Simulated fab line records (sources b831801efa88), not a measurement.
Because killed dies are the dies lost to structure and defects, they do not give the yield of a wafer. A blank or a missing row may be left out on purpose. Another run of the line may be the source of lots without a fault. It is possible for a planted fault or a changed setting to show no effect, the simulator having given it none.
Which of the tools did it? | flow sky130 | Sampling: 6 lots, 18 wafers, 2 of 708 route steps

## WHAT EACH GAUGE READ, for each wafer
SKY_NWELL_RS_MEAS_29: uses a four-point probe to measure.
lot  | measured     | on            | NWELL_RS (ohm/sq)
L529 | day 7 21:26  | film metro-02 | 598.9 599.1 600.4
L533 | day 8 15:11  | film metro-04 | 624.7 625.2 623.7
L536 | day 9 10:39  | film metro-01 | 625.9 626.2 625.7
L538 | day 9 21:20  | film metro-04 | 622.4 623.4 624.8
L541 | day 10 17:53 | film metro-04 | 622.8 623.2 623.0
L543 | day 11 02:03 | film metro-02 | 622.9 622.9 623.9

## TOOL THAT RAN EACH LOT (tool first, then ch and the chambers of the sampled wafers, then the start)
lot  | SKY_NWELL_IMPLANT_11
L529 | implanter-04 ch 0, day 7 00:07
L533 | implanter-02 ch 0, day 7 17:43
L536 | implanter-01 ch 0, day 8 12:49
L538 | implanter-02 ch 0, day 9 00:07
L541 | implanter-02 ch 0, day 9 18:58
L543 | implanter-01 ch 0, day 10 02:05
- SKY_NWELL_IMPLANT_11

## THE ANSWER, worked out from the rows above alone
Rule: usual is defined by the lots themselves. The widest of any qualifying gaps counts: lots, ordered by their means at a reading, are off when they make up no more than a third of the lots, leave a main group of 4 or more, and stand apart from it by 3 or more times the standard deviation of that group's means. A main group whose means are all the same, to the digits that the tables above print for the reading, isn't used. A lot without any number at a reading at which 4 lots or more have one is off too. All remaining lots with rows at the step are treated as sound.
Off: L529, at SKY_NWELL_RS_MEAS_29 (NWELL_RS). Mean 624.0 ohm/sq and standard deviation 1.1 in the main group.
If a tool, at a process step before that reading, ran all the lots that are off and no sound lot after the first of them, it fits. Those tools and the gauges at SKY_NWELL_RS_MEAS_29 are tried in the same way. One fits: implanter-04 at SKY_NWELL_IMPLANT_11. It ran no sound lot before its first lot that is off in this sample, so the start can't be narrowed down.

## WHAT THE SIMULATOR PUT IN
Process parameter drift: implanter-04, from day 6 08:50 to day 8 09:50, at SKY_NWELL_IMPLANT_11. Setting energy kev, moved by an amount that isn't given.
Lots struck among those shown: L529. The rule above found the same.
